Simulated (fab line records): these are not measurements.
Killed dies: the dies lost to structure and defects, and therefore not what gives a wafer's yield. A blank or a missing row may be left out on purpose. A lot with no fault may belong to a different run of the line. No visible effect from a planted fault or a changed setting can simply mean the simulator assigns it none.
fab line records | flow sky130
[record] lots = 7 wafers = 21 last_day = 51
route steps=708 shown LDD_HVP@287 LDD_LDN@289
lots that met no fault: from a run of the same line without faults
start_h: start of the lot's first displayed wafer, in hours after the record's first day | wait_h: time in hours since the lot's previous step | " identical to the entry in the row above | L1.1+2: a single row standing in for several wafers | - no value, or no start given | * or withheld: withheld | < > ~ a bound
route shown NAME@n: a module of which the file shows steps, and the number in the route of the first | usual: the fault-free wafers' mean and standard deviation | same: alike in all rows | chamber/n: place in a boat | sites: the reading at each site | _std_site: their standard deviation | _edge_site: inner sites' mean taken away from outer sites' mean | radius_mm: how far each site lies from the wafer's centre | mask NAME#n: copy n | behind: the tool/chamber that last shaped the wafer | hold: the reason the lot was held/the length of the hold in hours/how it ended | device: which transistor (n, p or np) failed to switch | end of line: the tests these same wafers got at the end of their route | for a step that has no rows: nothing shown but its recipe | killed: at the first sort, the dies lost to defects and structure; wafer yield is something else | map: dies across one wafer; x = killed, . = not, _ = none there
set.NAME: the run value of the setting; set.NAME@STEP: its run value at that earlier step | model.NAME: the simulator's own value behind a step, which no gauge read
certain route steps with their lots: each step a table, each wafer a row
services: a tool's chamber out of use, with start hour (start_h, from the record's first day; less than 0 if before it), hours out, and reason
[[steps]]
[step SKY_LDD_HVP_STRIP_09]
[recipe] chemistry = O2/N2 power_w = 1400 pressure_mtorr = 1500 platen_temp_c = withheld o2_flow_sccm = 3000 n2_flow_sccm = 300 overash_fraction = 0.5
[usual] drypump_motor_current_A = 6.0/0.41 oes_product_au = 0.408/0.0043 strip_time_to_endpoint_s = 4.128/0.015
// columns lot.wafer tool chamber start_h wait_h drypump_motor_current_A oes_product_au rf_hours_counter_h strip_time_to_endpoint_s
L212.3 plasma_asher-02 0 543.49 0.1 6.3 0.409 - 4.126
L212.4 " 1 " " 5.8 0.409 - 4.126
L212.5 " 1 " " 5.8 0.406 - 4.135
L217.1 plasma_asher-03 1 605.47 0.1 5.4 0.409 88 4.152
L217.4 " 0 " " 6.6 0.406 - 4.130
L217.6 " 1 " " 5.4 0.403 - 4.135
L218.3 plasma_asher-02 0 605.60 0.1 6.3 0.408 - 4.115
L218.4 " 1 " " 5.8 0.417 - 4.117
L218.6 " 1 " " 5.8 0.412 - 4.104
L219.1 plasma_asher-01 1 613.62 0.1 6.0 0.407 17 4.124
L219.2 " 0 " " 5.8 0.405 17 4.130
L219.5 " 1 " " 6.0 0.408 - 4.148
L221.4 plasma_asher-01 0 639.00 0.1 5.8 0.412 - 4.120
L221.5 " 1 " " 6.0 0.410 - 4.122
L221.6 " 0 " " 5.8 0.414 - 4.115
L228.2 plasma_asher-03 0 716.07 0.1 6.6 0.404 98 4.126
L228.4 " 0 " " 6.6 0.416 - 4.153
L228.5 " 1 " " 5.5 0.408 - 4.138
L227.1 plasma_asher-02 0 720.32 0.1 6.3 0.410 60 4.148
L227.5 " 0 " " 6.4 0.415 - 4.149
L227.6 " 1 " " 5.8 0.405 - 4.132
[step SKY_LDD_HVP_TW_MEAS_10]
[usual] LDD_HVP_TW = 455/5.3
// columns lot.wafer tool chamber start_h wait_h LDD_HVP_TW
L212.3 film_metro-01 - 543.57 0.1 449
L212.4 " - " " 453
L212.5 " - " " 450
L217.1 film_metro-02 - 605.57 0.1 462
L217.4 " - " " 459
L217.6 " - " " 460
L218.3 film_metro-04 - 605.69 0.1 453
L218.4 " - " " 452
L218.6 " - " " 451
L219.1 film_metro-01 - 613.72 0.1 452
L219.2 " - " " 450
L219.5 " - " " 450
L221.4 film_metro-02 - 639.10 0.1 459
L221.5 " - " " 459
L221.6 " - " " 459
L228.2 film_metro-04 - 716.18 0.1 451
L228.4 " - " " 451
L228.5 " - " " 452
L227.1 film_metro-01 - 720.42 0.1 448
L227.5 " - " " 448
L227.6 " - " " 451
[step SKY_LDD_LDN_DEHYDRATE_00]
[recipe] temp_c = 200 time_s = 60
[step SKY_LDD_LDN_HMDS_01]
[recipe] prime_time_s = 60 prime_temp_c = 120
[step SKY_LDD_LDN_COAT_02]
[recipe] resist = NOVOLAK spin_rpm = 3000 resist_thk_nm = 1140
[step SKY_LDD_LDN_SOFTBAKE_03]
[recipe] temp_c = 90 time_s = 60 resist = NOVOLAK
[step SKY_LDD_LDN_EXPOSE_04]
[recipe] mask_id = LDNTM na = 0.6 source_shape = conventional sigma_outer = 0.6 polarization = unpolarized target_cd_nm = 700 dose_mj = 140
[step SKY_LDD_LDN_PEB_05]
[recipe] temp_c = withheld time_s = * resist = NOVOLAK
[step SKY_LDD_LDN_DEVELOP_06]
[recipe] resist = NOVOLAK developer = TMAH develop_time_s = 60 dev_temp_c = 23
[step SKY_LDD_LDN_OVL_MEAS_07]
[usual] LDD_LDN_OVL = -0.3/1.4
// columns lot.wafer tool chamber start_h wait_h LDD_LDN_OVL[nm]
L212.3 overlay-02 - 573.00 0.1 -1.5
L212.4 " - " " -0.7
L212.5 " - " " -1.5
L217.1 overlay-02 - 635.34 0.1 -0.4
L217.4 " - " " -0.1
L217.6 " - " " 1.3
L218.3 overlay-02 - 635.48 0.1 -1.6
L218.4 " - " " -2.2
L218.6 " - " " -1.8
L219.1 overlay-02 - 642.69 0.1 -2.0
L219.2 " - " " -1.4
L219.5 " - " " -1.7
L221.4 overlay-02 - 667.83 0.1 -2.3
L221.5 " - " " -1.8
L221.6 " - " " -1.7
L228.2 overlay-01 - 743.62 0.1 -1.5
L228.4 " - " " -2.4
L228.5 " - " " -1.4
L227.1 overlay-01 - 747.57 0.1 -0.3
L227.5 " - " " -0.4
L227.6 " - " " 0.6
[step SKY_LDD_LDN_IMPLANT_08]
[recipe] species = As energy_kev = 15 dose_cm2 = 1.25e+13 tilt_deg = withheld rotation_deg = 23
[step SKY_LDD_LDN_IMPLANT_09]
[recipe] species = As energy_kev = 15 dose_cm2 = 1.25e+13 tilt_deg = withheld rotation_deg = 113
[step SKY_LDD_LDN_IMPLANT_10]
[recipe] species = As energy_kev = 14.87 dose_cm2 = 1.25e+13 tilt_deg = withheld rotation_deg = 203
[usual] beam_energy_keV = 14.870/0.0043 beam_on_s = 10.00/0.2 implant_ion_amu = 75/0
// columns lot.wafer tool chamber start_h wait_h beam_energy_keV beam_on_s implant_ion_amu
L212.3 implanter-03 0 573.37 0.1 14.867 10.28 75
L212.4 " 0 " " 14.870 9.99 75
L212.5 " 0 " " 14.876 9.97 75
L217.1 implanter-01 - 635.75 0.1 - - -
L217.4 " - " " - - -
L217.6 " - " " - - -
L218.3 implanter-04 - 636.02 0.1 - - -
L218.4 " - " " - - -
L218.6 " - " " - - -
L219.1 implanter-03 - 643.02 0.1 - - -
L219.2 " - " " - - -
L219.5 " - " " - - -
L221.4 implanter-04 0 668.23 0.1 14.866 10.29 75
L221.5 " 0 " " 14.870 9.69 75
L221.6 " 0 " " 14.871 9.96 75
L228.2 implanter-04 0 743.98 0.1 14.864 10.20 75
L228.4 " 0 " " 14.861 9.92 75
L228.5 " 0 " " 14.863 9.83 75
L227.1 implanter-03 0 747.90 0.1 14.872 10.56 75
L227.5 " 0 " " 14.872 10.11 75
L227.6 " 0 " " 14.874 10.10 75
[step SKY_LDD_LDN_IMPLANT_11]
[recipe] species = As energy_kev = 15 dose_cm2 = 1.25e+13 tilt_deg = withheld rotation_deg = 293
[step SKY_LDD_LDN_STRIP_12]
[recipe] chemistry = O2/N2 power_w = 1400 pressure_mtorr = 1500 platen_temp_c = withheld o2_flow_sccm = 3000 n2_flow_sccm = 300 overash_fraction = 0.5
[usual] drypump_motor_current_A = 6.00/0.24 oes_product_au = 0.716/0.0043 strip_time_to_endpoint_s = 14.17/0.034
// columns lot.wafer tool chamber start_h wait_h drypump_motor_current_A oes_product_au rf_hours_counter_h strip_time_to_endpoint_s
L212.3 plasma_asher-02 0 573.66 0.1 6.36 0.713 - 14.20
L212.4 " 1 " " 5.78 0.714 - 14.15
L212.5 " 1 " " 5.80 0.716 - 14.20
L217.1 plasma_asher-01 0 636.05 0.1 5.82 0.715 19 14.19
L217.4 " 1 " " 5.98 0.722 - 14.17
L217.6 " 0 " " 5.80 0.714 - 14.20
L218.3 plasma_asher-04 1 636.31 0.1 5.79 0.721 - 14.23
L218.4 " 0 " " 6.35 0.715 - 14.20
L218.6 " 1 " " 5.78 0.714 - 14.20
L219.1 plasma_asher-04 0 643.32 0.1 6.40 0.715 82 14.16
L219.2 " 1 " " 5.81 0.710 82 14.21
L219.5 " 1 " " 5.75 0.709 - 14.21
L221.4 plasma_asher-02 1 668.49 0.1 5.81 0.712 - 14.18
L221.5 " 0 " " 6.30 0.723 - 14.14
L221.6 " 1 " " 5.80 0.719 - 14.14
L228.2 plasma_asher-04 0 744.25 0.1 6.35 0.715 93 14.28
L228.4 " 1 " " 5.81 0.724 - 14.19
L228.5 " 0 " " 6.34 0.711 - 14.19
L227.1 plasma_asher-04 1 748.20 0.1 5.77 0.711 94 14.18
L227.5 " 1 " " 5.79 0.716 - 14.24
L227.6 " 0 " " 6.37 0.712 - 14.20
[step SKY_LDD_LDN_TW_MEAS_13]
[usual] LDD_LDN_TW = 1460/5.6
// columns lot.wafer tool chamber start_h wait_h LDD_LDN_TW
L212.3 film_metro-01 - 573.74 0.1 1465
L212.4 " - " " 1467
L212.5 " - " " 1462
L217.1 film_metro-03 - 636.15 0.1 1335
L217.4 " - " " 1330
L217.6 " - " " 1339
L218.3 film_metro-01 - 636.39 0.1 1343
L218.4 " - " " 1347
L218.6 " - " " 1345
L219.1 film_metro-01 - 643.42 0.1 1336
L219.2 " - " " 1340
L219.5 " - " " 1337
L221.4 film_metro-01 - 668.58 0.1 1457
L221.5 " - " " 1466
L221.6 " - " " 1452
L228.2 film_metro-04 - 744.36 0.1 1455
L228.4 " - " " 1459
L228.5 " - " " 1453
L227.1 film_metro-03 - 748.30 0.1 1456
L227.5 " - " " 1455
L227.6 " - " " 1464
[step SKY_LDD_LDN_CLEAN_14]
[recipe] chemistry = SC1/SC2 mix = 1:4:20 temp_c = 70 time_s = 150 dry = n2_spin
[[services]]
// columns tool chamber start_h hours kind
plasma_asher-03 - 541.40 10.2 repair
implanter-01 - 549.96 7.7 repair
implanter-04 - 573.61 6.2 pm
implanter-04 - 583.15 1.3 repair
implanter-03 - 599.65 1.1 repair
plasma_asher-03 - 649.88 4.2 repair
implanter-03 - 666.87 18.1 pm
plasma_asher-02 - 688.67 2.8 pm
implanter-04 - 718.71 6.6 repair
implanter-01 - 728.49 5.1 repair
plasma_asher-01 - 732.68 15.6 pm
plasma_asher-03 - 733.75 9.0 pm
plasma_asher-03 0 733.75 9.0 vent_cycle
plasma_asher-03 1 733.75 9.0 vent_cycle
implanter-03 - 740.74 4.0 repair
plasma_asher-03 0 742.75 - clean
plasma_asher-03 1 742.75 - clean
plasma_asher-03 - 747.62 4.1 repair
[[key]]
[first_sign] step = SKY_LDD_LDN_IMPLANT_10 reading = tool_record direction = missing
[effect] step = SKY_LDD_LDN_TW_MEAS_13 reading = LDD_LDN_TW direction = down sigmas = 22 usual = 1460 struck = 1339
met_at SKY_LDD_LDN_IMPLANT_10
struck_wafers L217.1,L217.4,L217.6,L218.3,L218.4,L218.6,L219.1,L219.2,L219.5
later_rows_left_out L217.1,L217.4,L217.6,L218.3,L218.4,L218.6,L219.1,L219.2,L219.5
sort_left_out L217.1,L217.4,L217.6,L218.3,L218.4,L218.6,L219.1,L219.2,L219.5
tester_left_out L217,L218,L219
onset_between 573.37 635.75
[fault] kind = skipped_step_whole tool = implanter-01,implanter-03,implanter-04 chamber = - onset_h = 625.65 steps = SKY_LDD_LDN_IMPLANT_10 scope = struck_lots_only
// tester_left_out: of these lots the tester's yield and bins aren't shown, on N5 and GAA mostly nor the transistor test; their killed dies are dies lost to structure and defects alone, not to doping, threshold or leakage, so they don't give the yield
// sort_left_out: the simulated sort isn't trusted on such a fault, so these wafers' sort isn't shown, and their yield isn't known
// later_rows_left_out: the simulator's readings of these wafers behind a module that went badly wrong aren't trusted and aren't shown, but for the sort
